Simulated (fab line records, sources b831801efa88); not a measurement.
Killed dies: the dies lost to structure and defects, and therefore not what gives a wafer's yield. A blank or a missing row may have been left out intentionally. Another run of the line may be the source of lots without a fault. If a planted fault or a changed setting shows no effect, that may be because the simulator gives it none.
Comparing a struck lot with a sound one | flow gf180mcu | 17 out of 602 route steps
Sound: these wafers, L748.1, L748.3, L748.4. Wafers L757.1, L757.3, L757.6 were the ones struck. The cause comes at the end.
Each step with rows lists, per side, the tool, then ch with its chambers, then its first start. Under that, the readings that differ: sound wafers | struck wafers | difference of the means | sigmas: that difference in standard deviations of wafers without a fault.
alike: readings whose means differ by less than 2 such deviations, and words and numbers that are the same on both sides. not compared: withheld readings, readings that some wafer has no value for, bounds like >300 that may hide the same value, and numbers for which the record gives no deviation and whose values overlap.
The two part at a step that has a row with sigmas, a row that says differs or no value, or rows on one side only. When numbers do not overlap yet have no deviation, they are printed without sigmas and do not part them. A reading that every wafer of one side lacks parts them only if that side has two wafers or more.

GF_V5_BOW_MEAS_05:
  struck on filmMetro-01, day 30 23:43; sound on filmMetro-04, day 28 18:21
  alike: V5_BOW
then, 8 steps without rows for these wafers: GF_V5_DEHYDRATE_06 (time 60 s); GF_V5_HMDS_07 (prime time 60 s); GF_V5_COAT_08; GF_V5_COAT_09 (resist thk 1000 nm); GF_V5_SOFTBAKE_10 (time 60 s); GF_V5_EXPOSE_11 (exposes mask Via5, target cd 260 nm); GF_V5_PEB_12 (peb time 90 s); GF_V5_DEVELOP_13 (develop time 60 s).
GF_V5_CD_MEAS_14: target cd 260 nm.
  struck on cdSem-01, day 31 18:10; sound on cdSem-02, day 29 13:53
  alike: cdNm
GF_V5_OVL_MEAS_15:
  struck on overlay-02, day 31 18:17; sound on overlay-02, day 29 14:00
  alike: V5_OVL
GF_V5_ETCH_16: etches BARC in N2/H2.
  sound on rieDiel-01 ch 1,2,3, day 29 14:02; struck on rieDiel-01 ch 0,2,3, day 31 18:19
  alike: drypumpMotorCurrentA, oesProductAu, rfFwdPowerW, throttleValvePct
GF_V5_ETCH_17: etches SiO2 in C4F8/O2/Ar, stops on TiN, target depth 855 nm.
  sound on rieDiel-01 ch 1,2,3, day 29 14:00; struck on rieDiel-01 ch 0,2,3, day 31 18:00
reading                                | sound             | struck            | difference | sigmas
rfFwdPowerW (W)                        | 1493 1488 1496    | 1732 1727 1729    | +237       | +52
model.TiN_of_MIM_SPUTTER_04.thkNm (nm) | 49.65 49.44 50.11 | 48.21 47.36 47.17 | -2.15      | 
  alike: oesProductAu
GF_V5_STRIP_18: strips in O2/N2.
  sound on plasmaAsher-02 ch 0,1, day 29 14:11; struck on plasmaAsher-01 ch 0, day 31 18:28
reading                  | sound       | struck      | difference | sigmas
drypumpMotorCurrentA (A) | 6.6 6.3 6.6 | 5.5 5.5 5.5 | -1.0       | -2
  alike: heaterPowerW, oesProductAu
  not compared: rfHoursCounterH
GF_V5_STRIP_19: strips in post etch residue remover, time 1200 s.
  sound on wetBench-04 ch 0, day 29 14:26; struck on wetBench-04 ch 0, day 31 18:34
reading                                | sound             | struck            | difference | sigmas
model.TiN_of_MIM_SPUTTER_04.thkNm (nm) | 49.23 49.02 49.69 | 47.79 46.94 46.76 | -2.15      | 
  alike: bathGuardTempC
then, 2 steps without rows for these wafers: GF_V5_CLEAN_20 (cleans in DIW); GF_PASSIVATION_PROBE_99.

## WHERE THEY PART
At GF_V5_ETCH_17 first; at GF_V5_STRIP_18 last (within this record only). Later steps at which nothing parts them and some readings are alike: GF_V5_STRIP_19.

WHY: what the simulator had put in
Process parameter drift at GF_V5_ETCH_17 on rieDiel-01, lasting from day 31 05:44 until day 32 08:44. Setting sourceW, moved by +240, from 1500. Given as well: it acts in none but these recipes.
